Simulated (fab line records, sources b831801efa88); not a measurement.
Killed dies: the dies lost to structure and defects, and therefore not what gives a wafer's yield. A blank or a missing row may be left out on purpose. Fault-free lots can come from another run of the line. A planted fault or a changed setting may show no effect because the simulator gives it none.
fab line records ; flow sky130
record lots=12; wafers=36; last-day=49
route steps=708 shown METAL2@500 VIA2@523 CAPM@540 PAD_OPEN@708
lots untouched by any fault: they come from a run of this same line in which no faults occurred
start-h: hours from the record's first day to the start of the lot's first wafer shown ; wait-h: hours elapsed since this lot's preceding step ; " same as the row above ; L1.1+2: several wafers, shown together as one row ; - value missing, or start not given ; * or withheld: withheld ; < > ~ a bound
route shown NAME@n: names a module that has steps shown in the file, with the first one's number in the route ; usual: mean/standard deviation taken from wafers without a fault ; same: alike in all rows ; chamber/n: place in a boat ; sites: the reading at each site ; _std_site: their standard deviation ; _edge_site: outer sites' mean less inner sites' ; radius-mm: how far each site lies from the wafer's centre ; mask NAME#n: copy n ; behind: the most recent tool/chamber to have shaped the wafer ; hold: cause of the lot's hold/its duration in hours/its outcome ; device: whichever transistor did not switch (one of n, p or np) ; end of line: the route-end tests of the same wafers ; a step without rows: its recipe alone ; killed: dies lost to structure and defects at the first sort, not the wafer's yield ; map: a wafer's dies, marking killed ones x, the rest . and places with no die _
set.NAME: the setting the step ran with; set.NAME@STEP: the setting that earlier step ran with ; model.NAME: the simulator's own value behind a step, which no gauge read
the route's steps for a sample of lots (tables are steps, rows are wafers)
services: from which hour (start-h, from the record's first day; less than 0 if before it) a tool's chamber was out of use, for how many hours, and why
## steps
# step SKY_METAL2_DESCUM_17
# recipe chemistry=O2; source-power-w=150; bias-power-w=0; pressure-mtorr=10; temp-c=40; time-s=8
# usual drypump-motor-current-A=6.0/0.35; oes-product-au=1.001/0.0088
lot.wafer;tool;chamber;start-h;wait-h;drypump-motor-current-A;oes-product-au;rf-hours-counter-h
L183.3;rie-metal-01;1;824.37;0.0;6.0;0.992;-
L183.5;rie-metal-01;1;824.37;0.0;6.1;0.997;-
L183.6;rie-metal-01;1;824.37;0.0;6.0;0.996;-
L186.3;rie-metal-04;1;876.16;0.0;6.4;1.008;-
L186.4;rie-metal-04;0;876.16;0.0;5.4;0.994;-
L186.6;rie-metal-04;1;876.16;0.0;6.4;1.015;-
L189.1;rie-metal-01;1;879.05;0.0;6.1;1.010;9
L189.4;rie-metal-01;0;879.05;0.0;6.2;0.997;-
L189.5;rie-metal-01;0;879.05;0.0;6.2;1.000;-
L188.1;rie-metal-04;1;879.15;0.0;6.4;0.993;5
L188.3;rie-metal-04;0;879.15;0.0;5.4;0.984;-
L188.6;rie-metal-04;1;879.15;0.0;6.4;0.986;-
L191.3;rie-metal-01;1;888.31;0.0;6.1;1.006;-
L191.5;rie-metal-01;0;888.31;0.0;6.2;0.993;-
L191.6;rie-metal-01;1;888.31;0.0;6.1;1.014;-
L193.3;rie-metal-01;1;903.82;0.0;6.0;1.017;-
L193.4;rie-metal-01;0;903.82;0.0;6.2;1.009;-
L193.6;rie-metal-01;1;903.82;0.0;6.1;1.018;-
L192.1;rie-metal-04;0;906.45;0.0;5.4;1.001;4
L192.2;rie-metal-04;1;906.45;0.0;6.3;1.004;6
L192.5;rie-metal-04;1;906.45;0.0;6.3;0.998;-
L195.1;rie-metal-04;1;915.55;0.0;6.3;1.000;7
L195.3;rie-metal-04;1;915.55;0.0;6.4;0.993;-
L195.6;rie-metal-04;0;915.55;0.0;5.4;1.002;-
L199.1;rie-metal-02;1;943.30;0.0;5.9;1.001;11
L199.5;rie-metal-02;1;943.30;0.0;6.0;1.013;-
L199.6;rie-metal-02;0;943.30;0.0;5.9;1.004;-
L200.1;rie-metal-01;0;952.31;0.0;6.2;1.000;6
L200.3;rie-metal-01;1;952.31;0.0;6.0;1.007;-
L200.4;rie-metal-01;0;952.31;0.0;6.2;0.998;-
L201.3;rie-metal-04;0;957.21;0.0;5.4;1.006;-
L201.4;rie-metal-04;1;957.21;0.0;6.4;1.001;-
L201.6;rie-metal-04;1;957.21;0.0;6.3;1.006;-
L202.3;rie-metal-01;1;960.32;0.0;6.1;1.005;-
L202.4;rie-metal-01;0;960.32;0.0;6.2;0.997;-
L202.6;rie-metal-01;0;960.32;0.0;6.2;1.009;-
# step SKY_VIA2_STRIP_16
# recipe chemistry=O2/N2; power-w=1400; pressure-mtorr=1500; platen-temp-c=withheld; o2-flow-sccm=3000; n2-flow-sccm=300; overash-fraction=0.5
# usual drypump-motor-current-A=5.5/0.36; oes-product-au=0.398/0.0049; strip-time-to-endpoint-s=4.036/0.024
lot.wafer;tool;chamber;start-h;wait-h;drypump-motor-current-A;oes-product-au;rf-hours-counter-h;strip-time-to-endpoint-s
L183.3;plasma-asher-02;1;852.19;0.1;5.1;0.397;-;4.053
L183.5;plasma-asher-02;1;852.19;0.1;5.2;0.399;-;4.050
L183.6;plasma-asher-02;0;852.19;0.1;5.6;0.401;-;4.075
L186.3;plasma-asher-04;0;902.79;0.1;6.1;0.395;-;4.061
L186.4;plasma-asher-04;1;902.79;0.1;5.7;0.397;-;4.044
L186.6;plasma-asher-04;0;902.79;0.1;6.1;0.390;-;4.045
L189.1;plasma-asher-02;0;904.90;0.0;5.6;0.394;17;4.049
L189.4;plasma-asher-02;1;904.90;0.0;5.1;0.406;-;4.030
L189.5;plasma-asher-02;1;904.90;0.0;5.1;0.392;-;4.051
L188.1;plasma-asher-04;0;905.63;0.0;6.1;0.401;103;4.020
L188.3;plasma-asher-04;0;905.63;0.0;6.1;0.397;-;3.962
L188.6;plasma-asher-04;1;905.63;0.0;5.7;0.394;-;4.032
L191.3;plasma-asher-02;0;915.07;0.1;5.6;0.401;-;4.075
L191.5;plasma-asher-02;0;915.07;0.1;5.6;0.409;-;4.091
L191.6;plasma-asher-02;1;915.07;0.1;5.2;0.395;-;3.991
L193.3;plasma-asher-03;1;930.53;0.1;5.0;0.405;-;4.053
L193.4;plasma-asher-03;0;930.53;0.1;5.5;0.400;-;4.077
L193.6;plasma-asher-03;1;930.53;0.1;4.9;0.394;-;4.061
L192.1;plasma-asher-02;0;933.16;0.0;5.6;0.401;20;4.031
L192.2;plasma-asher-02;1;933.16;0.0;5.1;0.399;20;4.043
L192.5;plasma-asher-02;0;933.16;0.0;5.7;0.399;-;4.039
L195.1;plasma-asher-04;0;941.46;0.0;6.1;0.399;107;4.014
L195.3;plasma-asher-04;0;941.46;0.0;6.1;0.403;-;4.048
L195.6;plasma-asher-04;0;941.46;0.0;6.1;0.396;-;4.047
L199.1;plasma-asher-02;1;968.48;0.0;5.2;0.395;23;4.043
L199.5;plasma-asher-02;0;968.48;0.0;5.6;0.398;-;4.043
L199.6;plasma-asher-02;1;968.48;0.0;5.2;0.399;-;4.077
L200.1;plasma-asher-03;0;977.93;0.0;5.5;0.396;87;4.058
L200.3;plasma-asher-03;0;977.93;0.0;5.4;0.395;-;4.006
L200.4;plasma-asher-03;1;977.93;0.0;5.0;0.391;-;4.005
L201.3;plasma-asher-04;1;983.44;0.1;5.6;0.408;-;4.080
L201.4;plasma-asher-04;0;983.44;0.1;6.1;0.403;-;4.085
L201.6;plasma-asher-04;0;983.44;0.1;6.1;0.407;-;4.074
L202.3;plasma-asher-02;0;986.14;0.1;5.7;0.391;-;3.998
L202.4;plasma-asher-02;1;986.14;0.1;5.1;0.394;-;4.022
L202.6;plasma-asher-02;0;986.14;0.1;5.6;0.402;-;4.019
# step SKY_VIA2_CMP_24
# recipe stop-on=SiO2; t-overpolish-s=20; down-force-psi=3.5; platen-rpm=60; target-thk-nm=0; pad-velocity-m-s=0.94248
# usual edge-zone-pressure-frac=1.000/0.0049; head-pressure-psi=3.500/0.0071; motor-current-A=11.1/0.91; overpolish-run-s=19.999/0.0092; t-overpolish-s=20/0; time-to-endpoint-s=101/3.1
lot.wafer;tool;chamber;start-h;wait-h;edge-zone-pressure-frac;head-pressure-psi;motor-current-A;overpolish-run-s;t-overpolish-s;time-to-endpoint-s
L183.3;cmp-02;3;853.36;0.3;1.001;3.519;10.8;19.984;20;102
L183.5;cmp-02;1;853.36;0.3;0.998;3.496;11.9;19.990;20;100
L183.6;cmp-02;2;853.36;0.3;0.995;3.498;11.5;19.992;20;102
L186.3;cmp-02;0;903.87;0.1;0.999;3.504;12.2;19.991;20;103
L186.4;cmp-02;1;903.87;0.1;1.001;3.492;12.0;19.988;20;98
L186.6;cmp-02;0;903.87;0.1;1.001;3.502;11.7;20.010;20;100
L189.4;cmp-01;3;906.35;0.1;0.996;3.502;9.3;19.993;20;96
L189.1;cmp-01;1;906.35;0.1;0.998;3.503;10.1;19.995;20;96
L189.5;cmp-01;2;906.35;0.1;0.999;3.495;12.0;20.000;20;98
L188.1;cmp-01;1;906.69;0.1;1.010;3.493;9.6;20.005;20;99
L188.3;cmp-01;3;906.69;0.1;0.997;3.491;9.2;19.991;20;100
L188.6;cmp-01;2;906.69;0.1;0.998;3.501;11.2;19.989;20;99
L191.3;cmp-02;1;916.12;0.1;1.006;3.508;12.0;19.979;20;105
L191.5;cmp-02;3;916.12;0.1;1.003;3.504;11.7;19.984;20;103
L191.6;cmp-02;0;916.12;0.1;1.004;3.504;12.2;19.991;20;104
L193.4;cmp-02;3;931.64;0.1;1.003;3.514;11.3;19.997;20;99
L193.3;cmp-02;0;931.64;0.1;0.997;3.510;12.3;20.008;20;103
L193.6;cmp-02;3;931.64;0.1;0.989;3.510;11.0;20.005;20;100
L192.2;cmp-02;2;934.29;0.1;0.999;3.496;11.2;20.001;20;100
L192.1;cmp-02;0;934.29;0.1;1.008;3.502;11.0;20.002;20;98
L192.5;cmp-02;3;934.29;0.1;1.007;3.505;10.5;19.999;20;96
L195.3;cmp-01;3;942.49;0.1;1.005;3.510;8.7;19.993;20;103
L195.1;cmp-01;0;942.49;0.1;0.999;3.490;11.6;20.001;20;98
L195.6;cmp-01;3;942.49;0.1;1.000;3.503;9.3;20.005;20;103
L199.1;cmp-01;1;969.55;0.1;-;-;-;-;-;-
L199.6;cmp-01;3;969.55;0.1;-;-;-;-;-;-
L199.5;cmp-01;0;969.55;0.1;-;-;-;-;-;-
L200.3;cmp-02;3;978.96;0.1;-;-;-;-;-;-
L200.4;cmp-02;0;978.96;0.1;-;-;-;-;-;-
L200.1;cmp-02;1;978.96;0.1;-;-;-;-;-;-
L201.3;cmp-01;0;984.46;0.1;-;-;-;-;-;-
L201.4;cmp-01;1;984.46;0.1;-;-;-;-;-;-
L201.6;cmp-01;0;984.46;0.1;-;-;-;-;-;-
L202.3;cmp-01;2;987.07;0.0;1.005;3.497;12.5;20.000;20;102
L202.4;cmp-01;0;987.07;0.0;1.002;3.493;11.5;19.997;20;104
L202.6;cmp-01;3;987.07;0.0;0.999;3.508;9.2;19.994;20;103
# step SKY_CAPM_RS_MEAS_03
# recipe thk-meas-gauge=four-point-probe; reads=TiN_of_CAPM_SPUTTER_02
# usual CAPM_TIN_RS=6.90/0.067
lot.wafer;tool;chamber;start-h;wait-h;CAPM_TIN_RS[ohm/sq]
L183.3;film-metro-04;-;853.95;0.1;6.88
L183.5;film-metro-04;-;853.95;0.1;6.86
L183.6;film-metro-04;-;853.95;0.1;6.88
L186.3;film-metro-04;-;904.57;0.2;6.88
L186.4;film-metro-04;-;904.57;0.2;6.92
L186.6;film-metro-04;-;904.57;0.2;6.89
L189.1;film-metro-04;-;906.94;0.1;6.80
L189.4;film-metro-04;-;906.94;0.1;6.84
L189.5;film-metro-04;-;906.94;0.1;6.81
L188.1;film-metro-03;-;907.34;0.1;6.97
L188.3;film-metro-03;-;907.34;0.1;7.07
L188.6;film-metro-03;-;907.34;0.1;6.97
L191.3;film-metro-02;-;916.70;0.1;6.96
L191.5;film-metro-02;-;916.70;0.1;6.92
L191.6;film-metro-02;-;916.70;0.1;6.92
L193.3;film-metro-02;-;932.27;0.1;6.98
L193.4;film-metro-02;-;932.27;0.1;6.90
L193.6;film-metro-02;-;932.27;0.1;7.01
L192.1;film-metro-03;-;934.93;0.1;6.83
L192.2;film-metro-03;-;934.93;0.1;6.87
L192.5;film-metro-03;-;934.93;0.1;6.84
L195.1;film-metro-04;-;943.08;0.1;6.90
L195.3;film-metro-04;-;943.08;0.1;6.98
L195.6;film-metro-04;-;943.08;0.1;6.95
L202.3;film-metro-03;-;987.76;0.1;6.87
L202.4;film-metro-03;-;987.76;0.1;6.85
L202.6;film-metro-03;-;987.76;0.1;6.84
# step SKY_PAD_OPEN_PROBE_99
# usual defect-limited-yield=82.2/1.9; killed_at_M0_to_M3=43/6.5; killed_at_M4_up=3.5/1.9; killed-at-contacts=24/5.4; killed-at-front-end=16/4.8; killed-at-other=0.4/0.64; killed-dies=87/9.4; killed-on-rim=18/4.1; killed-open=47/7; killed-short=40/6.3; sort_bin_3_pad_short=0.9/0.4; sort_bin_5_function=10.5/1.4; sort_bin_6_memory=6.3/1.1; sort-n-pass=405/9.4; sort-yield-pct=82.2/1.9
# same gross-dies=492; killed-at-back-side=0; sort_bin_4_leakage[%]=0; sort_bin_8_speed[%]=0
lot.wafer;tool;chamber;start-h;wait-h;defect-limited-yield[%];killed_at_M0_to_M3;killed_at_M4_up;killed-at-contacts;killed-at-front-end;killed-at-other;killed-dies;killed-on-rim;killed-open;killed-short;sort_bin_3_pad_short[%];sort_bin_5_function[%];sort_bin_6_memory[%];sort-n-pass;sort-yield-pct[%]
L183.3;prober-02;-;1078.00;0.2;83.9;34;1;27;17;0;79;15;44;35;1.0;10.6;4.5;413;83.9
L183.5;prober-02;-;1078.10;0.2;81.1;47;4;21;20;1;93;14;44;49;0.8;11.4;6.7;399;81.1
L183.6;prober-02;-;1078.15;0.2;83.7;36;2;26;15;1;80;14;51;29;0.6;10.0;5.7;412;83.7
L186.3;prober-01;-;1118.95;0.2;84.3;36;2;27;12;0;77;14;48;29;0.6;10.2;4.9;415;84.3
L186.4;prober-01;-;1119.00;0.2;83.1;41;4;22;16;0;83;19;46;37;0.6;9.8;6.5;409;83.1
L186.6;prober-01;-;1119.10;0.2;82.3;31;4;28;22;2;87;22;42;44;1.0;10.8;5.9;405;82.3
L189.1;prober-02;-;1121.41;0.1;80.9;40;9;26;18;1;94;19;53;41;0.4;10.8;7.9;398;80.9
L189.4;prober-02;-;1121.56;0.2;84.6;43;0;14;18;1;76;14;39;37;1.4;8.9;5.1;416;84.6
L189.5;prober-02;-;1121.61;0.2;84.3;42;4;12;16;3;77;10;41;36;0.6;8.7;6.3;415;84.3
L188.1;prober-01;-;1123.01;0.1;81.9;33;4;31;21;0;89;15;53;34;0.4;11.0;6.7;403;81.9
L188.3;prober-01;-;1123.11;0.2;82.9;37;2;22;23;0;84;20;41;41;0.6;12.0;4.5;408;82.9
L188.6;prober-01;-;1123.26;0.2;85.4;42;2;18;10;0;72;8;42;29;0.6;7.1;6.9;420;85.4
L191.3;prober-02;-;1126.91;0.2;78.5;58;1;24;22;1;106;23;55;50;1.2;11.4;8.9;386;78.5
L191.5;prober-02;-;1127.01;0.2;81.5;43;1;25;21;1;91;17;45;46;1.0;10.2;7.3;401;81.5
L191.6;prober-02;-;1127.06;0.2;80.3;47;3;30;17;0;97;19;51;44;0.8;11.2;7.7;395;80.3
L193.3;prober-01;-;1141.91;0.2;80.3;41;3;42;11;0;97;12;49;46;0.6;12.4;6.7;395;80.3
L193.4;prober-01;-;1141.96;0.2;81.9;35;6;36;12;0;89;14;58;30;0;9.8;8.3;403;81.9
L193.6;prober-01;-;1142.06;0.2;82.7;39;2;31;12;1;85;20;48;36;0.2;10.8;6.3;407;82.7
L192.1;prober-01;-;1143.31;0.1;82.5;45;3;27;10;1;86;23;38;47;1.0;10.8;5.7;406;82.5
L192.2;prober-01;-;1143.36;0.1;82.7;44;5;27;8;1;85;16;44;39;0.8;10.4;6.1;407;82.7
L192.5;prober-01;-;1143.51;0.2;82.3;42;4;26;15;0;87;21;49;37;0.6;10.2;6.9;405;82.3
L195.1;prober-01;-;1149.16;0.1;82.7;44;0;22;19;0;85;20;51;34;1.2;9.3;6.7;407;82.7
L195.3;prober-01;-;1149.26;0.2;82.3;43;2;24;17;1;87;12;38;49;1.0;10.8;5.9;405;82.3
L195.6;prober-01;-;1149.41;0.2;81.3;48;3;26;15;0;92;14;48;44;1.4;9.1;8.1;400;81.3
L199.1;prober-01;-;1168.31;0.1;0;457;6;19;9;1;492;96;43;47;82.5;11.8;5.7;0;0
L199.5;prober-01;-;1168.51;0.2;0;448;5;23;15;1;492;96;49;38;83.1;10.0;6.9;0;0
L199.6;prober-01;-;1168.56;0.2;0;456;3;20;13;0;492;96;45;40;83.5;11.8;4.7;0;0
L200.1;prober-02;-;1174.59;0.1;0;458;2;20;12;0;492;96;41;33;85.4;10.0;4.7;0;0
L200.3;prober-02;-;1174.69;0.2;0;453;3;20;16;0;492;96;51;34;82.9;9.1;7.9;0;0
L200.4;prober-02;-;1174.74;0.2;0;445;2;25;20;0;492;96;46;40;84.1;9.1;6.7;0;0
L201.3;prober-01;-;1179.64;0.2;0;446;2;27;17;0;492;96;60;40;81.1;11.8;7.1;0;0
L201.4;prober-01;-;1179.69;0.2;0;447;4;26;15;0;492;96;46;31;84.3;8.3;7.3;0;0
L201.6;prober-01;-;1179.79;0.2;0;453;4;26;9;0;492;96;56;34;82.7;10.2;7.1;0;0
L202.3;prober-02;-;1181.49;0.2;82.3;48;5;24;10;0;87;18;41;46;1.8;9.8;6.1;405;82.3
L202.4;prober-02;-;1181.54;0.2;78.7;51;5;32;17;0;105;24;63;42;0.6;13.4;7.3;387;78.7
L202.6;prober-02;-;1181.64;0.2;82.9;41;2;25;16;0;84;18;44;40;0.8;10.2;6.1;408;82.9
# killed by level:class
L183.3 VIA2:geometric-particle:open=10 CONTACT:geometric-particle:open=10 LI_CONTACT:geometric-particle:open=8 LI_CONTACT:geometric-particle:short=4 VIA1:geometric-particle:open=4 METAL2:geometric-particle:short=4 VIA1:geometric-particle:short=3 FIELD_ISO:geometric-particle:open=3
L183.5 VIA1:geometric-particle:open=9 FIELD_ISO:geometric-particle:short=7 VIA3:geometric-particle:open=7 FIELD_ISO:geometric-particle:open=6 LI_CONTACT:geometric-particle:open=6 VIA1:geometric-particle:short=6 METAL1:geometric-particle:short=5 LI_CONTACT:geometric-particle:short=4
L183.6 CONTACT:geometric-particle:open=13 VIA1:geometric-particle:open=11 LI_CONTACT:geometric-particle:open=7 VIA3:geometric-particle:open=6 POLY_GATE:geometric-particle:short=5 FIELD_ISO:geometric-particle:open=4 METAL1:geometric-particle:short=4 CONTACT:geometric-particle:short=4
L186.3 CONTACT:geometric-particle:open=13 VIA3:geometric-particle:open=10 VIA1:geometric-particle:open=9 LOCAL_INTERCONNECT:geometric-particle:short=7 LI_CONTACT:geometric-particle:open=4 METAL1:geometric-particle:short=4 METAL3:geometric-particle:short=4 SONOS_ONO:geometric-particle:open=3
L186.4 CONTACT:geometric-particle:open=10 VIA2:geometric-particle:open=8 METAL2:geometric-particle:short=7 VIA3:geometric-particle:open=7 POLY_GATE:geometric-particle:open=4 LOCAL_INTERCONNECT:geometric-particle:short=4 VIA1:geometric-particle:short=4 VIA1:geometric-particle:open=4
L186.6 CONTACT:geometric-particle:open=11 FIELD_ISO:geometric-particle:short=6 LI_CONTACT:geometric-particle:open=6 FIELD_ISO:geometric-particle:open=5 CONTACT:geometric-particle:short=5 METAL2:geometric-particle:short=5 VIA2:geometric-particle:open=5 METAL3:geometric-particle:short=5
L189.1 LI_CONTACT:geometric-particle:open=11 VIA1:geometric-particle:open=11 VIA2:geometric-particle:open=9 METAL4:geometric-particle:short=6 POLY_GATE:geometric-particle:short=5 FIELD_ISO:geometric-particle:open=4 LI_CONTACT:geometric-particle:short=4 LOCAL_INTERCONNECT:geometric-particle:short=4
L189.4 VIA1:geometric-particle:open=11 VIA2:geometric-particle:open=9 METAL2:geometric-particle:short=8 FIELD_ISO:geometric-particle:short=5 LI_CONTACT:geometric-particle:open=5 FIELD_ISO:geometric-particle:open=4 LI_CONTACT:geometric-particle:short=4 METAL1:geometric-particle:short=4
L189.5 VIA1:geometric-particle:open=16 FIELD_ISO:geometric-particle:short=6 VIA1:geometric-particle:short=6 FIELD_ISO:geometric-particle:open=5 POLY_GATE:geometric-particle:short=3 LI_CONTACT:geometric-particle:open=3 LOCAL_INTERCONNECT:geometric-particle:short=3 CONTACT:geometric-particle:open=3
L188.1 CONTACT:geometric-particle:open=11 VIA1:geometric-particle:open=9 VIA2:geometric-particle:open=7 VIA3:geometric-particle:open=7 FIELD_ISO:geometric-particle:open=6 LI_CONTACT:geometric-particle:open=6 LI_CONTACT:geometric-particle:short=5 LOCAL_INTERCONNECT:geometric-particle:short=5
L188.3 VIA1:geometric-particle:open=9 CONTACT:geometric-particle:open=8 METAL1:geometric-particle:short=8 FIELD_ISO:geometric-particle:short=7 CONTACT:geometric-particle:short=6 VIA3:geometric-particle:open=5 POLY_GATE:geometric-particle:short=4 LI_CONTACT:geometric-particle:open=4
L188.6 VIA1:geometric-particle:open=11 METAL1:geometric-particle:short=9 LI_CONTACT:geometric-particle:open=7 VIA2:geometric-particle:open=7 CONTACT:geometric-particle:open=6 METAL2:geometric-particle:short=4 LI_CONTACT:geometric-particle:short=3 VIA3:geometric-particle:open=3
L191.3 VIA1:geometric-particle:open=15 CONTACT:geometric-particle:open=12 METAL2:geometric-particle:short=9 METAL1:geometric-particle:short=8 POLY_GATE:geometric-particle:short=6 VIA3:geometric-particle:open=6 LI_CONTACT:geometric-particle:open=5 VIA1:geometric-particle:short=5
L191.5 VIA1:geometric-particle:open=13 FIELD_ISO:geometric-particle:short=7 POLY_GATE:geometric-particle:short=7 CONTACT:geometric-particle:open=7 VIA1:geometric-particle:short=7 LI_CONTACT:geometric-particle:open=6 VIA2:geometric-particle:open=6 CONTACT:geometric-particle:short=5
L191.6 VIA1:geometric-particle:open=12 CONTACT:geometric-particle:open=11 CONTACT:geometric-particle:short=9 METAL1:geometric-particle:short=6 METAL2:geometric-particle:short=6 LI_CONTACT:geometric-particle:open=5 POLY_GATE:geometric-particle:short=4 SPACER:geometric-particle:open=4
L193.3 LI_CONTACT:geometric-particle:open=17 LOCAL_INTERCONNECT:geometric-particle:short=12 VIA1:geometric-particle:open=12 VIA1:geometric-particle:short=8 CONTACT:geometric-particle:open=7 METAL1:geometric-particle:short=4 FIELD_ISO:geometric-particle:short=3 POLY_GATE:geometric-particle:short=3
L193.4 CONTACT:geometric-particle:open=18 VIA1:geometric-particle:open=10 LI_CONTACT:geometric-particle:open=7 POLY_GATE:geometric-particle:short=6 LOCAL_INTERCONNECT:geometric-particle:short=5 METAL1:geometric-particle:short=5 METAL2:geometric-particle:short=5 VIA2:geometric-particle:open=5
L193.6 VIA1:geometric-particle:open=10 LI_CONTACT:geometric-particle:open=8 LOCAL_INTERCONNECT:geometric-particle:short=8 CONTACT:geometric-particle:open=7 VIA3:geometric-particle:open=6 VIA1:geometric-particle:short=5 FIELD_ISO:geometric-particle:short=4 FIELD_ISO:geometric-particle:open=4
L192.1 VIA1:geometric-particle:open=9 VIA2:geometric-particle:open=8 LOCAL_INTERCONNECT:geometric-particle:short=8 FIELD_ISO:geometric-particle:short=6 CONTACT:geometric-particle:open=6 VIA3:geometric-particle:open=6 LI_CONTACT:geometric-particle:open=5 CONTACT:geometric-particle:short=5
L192.2 LI_CONTACT:geometric-particle:open=11 CONTACT:geometric-particle:open=10 VIA1:geometric-particle:open=7 METAL2:geometric-particle:short=7 VIA1:geometric-particle:short=6 VIA2:geometric-particle:open=5 METAL1:geometric-particle:short=5 METAL4:geometric-particle:short=5
L192.5 LI_CONTACT:geometric-particle:open=9 VIA2:geometric-particle:open=8 VIA1:geometric-particle:open=8 CONTACT:geometric-particle:open=7 METAL2:geometric-particle:short=6 CONTACT:geometric-particle:short=5 VIA3:geometric-particle:open=5 FIELD_ISO:geometric-particle:open=4
L195.1 VIA1:geometric-particle:open=12 CONTACT:geometric-particle:open=8 VIA3:geometric-particle:open=7 METAL1:geometric-particle:short=6 LI_CONTACT:geometric-particle:open=5 VIA2:geometric-particle:open=5 FIELD_ISO:geometric-particle:open=4 FIELD_ISO:geometric-particle:short=4
L195.3 METAL1:geometric-particle:short=11 CONTACT:geometric-particle:open=9 VIA1:geometric-particle:open=8 METAL2:geometric-particle:short=5 FIELD_ISO:geometric-particle:open=4 POLY_GATE:geometric-particle:open=4 POLY_GATE:geometric-particle:short=4 LI_CONTACT:geometric-particle:open=4
L195.6 METAL1:geometric-particle:short=11 VIA1:geometric-particle:open=11 CONTACT:geometric-particle:open=10 METAL2:geometric-particle:short=6 VIA2:geometric-particle:open=6 FIELD_ISO:geometric-particle:short=4 POLY_GATE:geometric-particle:open=4 LI_CONTACT:geometric-particle:open=4
L199.1 VIA2:area-cmp=401 METAL2:geometric-particle:short=13 VIA1:geometric-particle:open=9 LI_CONTACT:geometric-particle:open=7 CONTACT:geometric-particle:open=7 VIA2:geometric-particle:short=7 VIA2:geometric-particle:open=6 METAL1:geometric-particle:short=5
L199.5 VIA2:area-cmp=405 VIA1:geometric-particle:open=8 CONTACT:geometric-particle:open=7 VIA3:geometric-particle:open=7 FIELD_ISO:geometric-particle:open=6 LI_CONTACT:geometric-particle:open=6 VIA2:geometric-particle:open=6 METAL2:geometric-particle:short=6
L199.6 VIA2:area-cmp=407 VIA1:geometric-particle:open=10 METAL2:geometric-particle:short=8 LI_CONTACT:geometric-particle:open=7 CONTACT:geometric-particle:open=7 VIA3:geometric-particle:open=7 FIELD_ISO:geometric-particle:short=6 VIA2:geometric-particle:open=6
L200.1 VIA2:area-cmp=417 CONTACT:geometric-particle:open=11 VIA2:geometric-particle:open=11 VIA3:geometric-particle:open=8 METAL1:geometric-particle:short=5 VIA1:geometric-particle:short=4 LI_CONTACT:geometric-particle:open=4 VIA3:geometric-particle:short=4
L200.3 VIA2:area-cmp=405 VIA1:geometric-particle:open=12 VIA2:geometric-particle:open=10 LI_CONTACT:geometric-particle:open=7 CONTACT:geometric-particle:open=6 VIA1:geometric-particle:short=6 POLY_GATE:geometric-particle:open=5 LI_CONTACT:geometric-particle:short=5
L200.4 VIA2:area-cmp=404 VIA1:geometric-particle:open=13 CONTACT:geometric-particle:open=11 CONTACT:geometric-particle:short=7 VIA3:geometric-particle:open=7 FIELD_ISO:geometric-particle:open=6 POLY_GATE:geometric-particle:short=5 METAL1:geometric-particle:short=5
L201.3 VIA2:area-cmp=392 VIA1:geometric-particle:open=19 VIA3:geometric-particle:open=10 LI_CONTACT:geometric-particle:open=9 VIA3:geometric-particle:short=8 FIELD_ISO:geometric-particle:open=6 CONTACT:geometric-particle:open=6 METAL2:geometric-particle:short=6
L201.4 VIA2:area-cmp=413 VIA1:geometric-particle:open=12 LI_CONTACT:geometric-particle:open=6 VIA3:geometric-particle:open=6 LI_CONTACT:geometric-particle:short=5 LOCAL_INTERCONNECT:geometric-particle:short=5 CONTACT:geometric-particle:short=5 VIA2:geometric-particle:open=5
L201.6 VIA2:area-cmp=402 VIA1:geometric-particle:open=11 VIA2:geometric-particle:open=10 LI_CONTACT:geometric-particle:open=8 CONTACT:geometric-particle:open=8 VIA3:geometric-particle:open=8 METAL1:geometric-particle:short=7 METAL2:geometric-particle:short=5
L202.3 VIA1:geometric-particle:open=11 METAL2:geometric-particle:short=7 LI_CONTACT:geometric-particle:open=7 VIA1:geometric-particle:short=7 CONTACT:geometric-particle:open=6 METAL3:geometric-particle:short=5 METAL1:geometric-particle:short=5 VIA2:geometric-particle:open=4
L202.4 CONTACT:geometric-particle:open=16 VIA1:geometric-particle:open=9 METAL2:geometric-particle:short=8 VIA2:geometric-particle:open=8 POLY_GATE:geometric-particle:open=7 FIELD_ISO:geometric-particle:open=6 METAL1:geometric-particle:short=6 VIA3:geometric-particle:open=6
L202.6 LI_CONTACT:geometric-particle:open=8 VIA2:geometric-particle:open=8 CONTACT:geometric-particle:open=7 METAL2:geometric-particle:short=7 METAL1:geometric-particle:short=5 VIA1:geometric-particle:open=5 FIELD_ISO:geometric-particle:open=4 LOCAL_INTERCONNECT:geometric-particle:short=4
## services
tool;chamber;start-h;hours;kind
cmp-02;-;804.44;1.9;repair
cmp-02;-;815.79;3.2;repair
plasma-asher-04;-;817.59;1.6;repair
rie-metal-02;0;828.38;16.2;repair
plasma-asher-04;-;839.36;3.5;repair
cmp-01;-;849.92;7.5;pm
rie-metal-02;0;858.57;7.4;repair
rie-metal-02;0;866.25;-;clean
rie-metal-02;0;866.25;29.1;scheduled-down
rie-metal-04;1;886.63;3.6;repair
cmp-02;-;887.99;2.6;repair
plasma-asher-03;-;889.01;2.0;repair
rie-metal-04;-;895.03;2.8;pm
cmp-02;-;912.00;4.0;pm
plasma-asher-04;-;915.87;2.8;pm
cmp-02;-;916.00;-;consumable-replace:conditioner
cmp-02;-;916.00;-;consumable-replace:pad
rie-metal-01;1;916.12;7.5;repair
cmp-02;-;916.32;6.9;pm
plasma-asher-03;-;924.04;1.0;repair
plasma-asher-02;-;958.20;0.5;repair
rie-metal-02;1;969.27;1.8;repair
rie-metal-01;0;975.50;15.0;repair
rie-metal-01;-;981.97;2.8;pm
## key
first-sign step=SKY_VIA2_CMP_24; reading=tool-record; direction=missing
effect step=SKY_PAD_OPEN_PROBE_99; reading=sort_bin_3_pad_short; direction=up; sigmas=99+; usual=0.9; struck=83.3
more-kills-born-at SKY_VIA2_CMP_24@cmp-01=2419; SKY_VIA2_CMP_24@cmp-02=1225
met-at SKY_VIA2_CMP_24
struck-lots L199,L200,L201
later-rows-left-out L199.1,L199.5,L199.6,L200.1,L200.3,L200.4,L201.3,L201.4,L201.6
not-acting-at SKY_METAL2_DESCUM_17,SKY_VIA2_STRIP_16,SKY_CAPM_RS_MEAS_03
onset-between 942.49 969.55
fault kind=skipped-step-whole; tool=cmp-01,cmp-02; chamber=-; onset-h=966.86; steps=SKY_VIA2_CMP_24; scope=struck-lots-only
# later-rows-left-out: the simulator's readings of these wafers behind a module that went badly wrong aren't trusted and aren't shown, but for the sort
